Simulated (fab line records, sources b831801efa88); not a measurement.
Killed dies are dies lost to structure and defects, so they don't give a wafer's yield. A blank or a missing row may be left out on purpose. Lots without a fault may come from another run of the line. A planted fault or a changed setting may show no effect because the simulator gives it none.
A struck lot beside a sound one | flow gf180mcu | 14 steps out of a route of 602
Sound: wafers L570.2, L570.3, L570.4. Struck: wafer L574.2. (L574.4, L574.5 of the same lot were not struck and are left out.) The cause comes at the end.
At each step with rows: each side's tool, then ch and its chambers, then its first start. Under that, the readings that differ: sound wafers | struck wafers | difference of the means | sigmas: that difference in standard deviations of wafers without a fault.
alike: readings whose means differ by less than 2 such deviations, and words and numbers that are the same on both sides. not compared: withheld readings, readings that some wafer has no value for, bounds like >300 that may hide the same value, and numbers for which the record gives no deviation and whose values overlap.
The two part at a step that has a row with sigmas, a row that says differs or no value, or rows on one side only. Numbers that don't overlap but have no deviation are shown without sigmas and don't part them. A reading that every wafer of one side lacks parts them only if that side has two wafers or more.

first, 5 steps without rows for these wafers: GF_V4_COAT_09 (resist thk 1000 nm); GF_V4_SOFTBAKE_10 (time 60 s); GF_V4_EXPOSE_11 (exposes mask Via4, target cd 260 nm); GF_V4_PEB_12 (peb time 90 s); GF_V4_DEVELOP_13 (develop time 60 s).
GF_V4_CD_MEAS_14: target cd 260 nm.
  sound on cd_sem-01, day 26 12:16; struck on cd_sem-02, day 27 17:01
  alike: cd_nm
GF_V4_OVL_MEAS_15:
  sound on overlay-01, day 26 12:22; struck on overlay-01, day 27 17:07
  alike: V4_OVL
GF_V4_ETCH_16: etches BARC in N2/H2.
  sound on rie_diel-02 ch 0,1,2, day 26 12:23; struck on rie_diel-03 ch 3, day 27 17:09
  alike: drypump_motor_current_A, oes_product_au, throttle_valve_pct
GF_V4_ETCH_17: etches SiO2 in C4F8/O2/Ar, stops on TiN, target depth 630 nm.
  sound on rie_diel-02 ch 0,1,2; struck on rie_diel-03 ch 3
  alike: oes_product_au
GF_V4_STRIP_18: strips in O2/N2.
  sound on plasma_asher-01 ch 0,1, day 26 12:31; struck on plasma_asher-03 ch 0, day 27 17:17
  alike: drypump_motor_current_A, heater_power_w, o2_flow_sccm, oes_product_au
  not compared: rf_hours_counter_h
then, 2 steps without rows for these wafers: GF_V4_STRIP_19 (strips in post etch residue remover, time 1200 s); GF_V4_CLEAN_20 (cleans in DIW).
GF_V4_SPUTTER_21: material Ti, target thk 15 nm, time 80.02 s.
  sound on pvd_sputter-02, day 26 13:08; struck on pvd_sputter-04, day 27 17:49
  reading                               | sound             | struck | difference | sigmas
  model.Ti_of_V4_SPUTTER_21.thk_nm (nm) | 15.08 14.98 15.05 | 12.97  | -2.07      |
  alike: throttle_valve_pct
GF_V4_SPUTTER_22: material TiN, target thk 10 nm, time 40 s.
  sound on pvd_sputter-02, day 26 13:11; struck on pvd_sputter-04, day 27 17:53
  alike: throttle_valve_pct

WHERE THEY PART
Nowhere in this record.

WHY: what the simulator had put in
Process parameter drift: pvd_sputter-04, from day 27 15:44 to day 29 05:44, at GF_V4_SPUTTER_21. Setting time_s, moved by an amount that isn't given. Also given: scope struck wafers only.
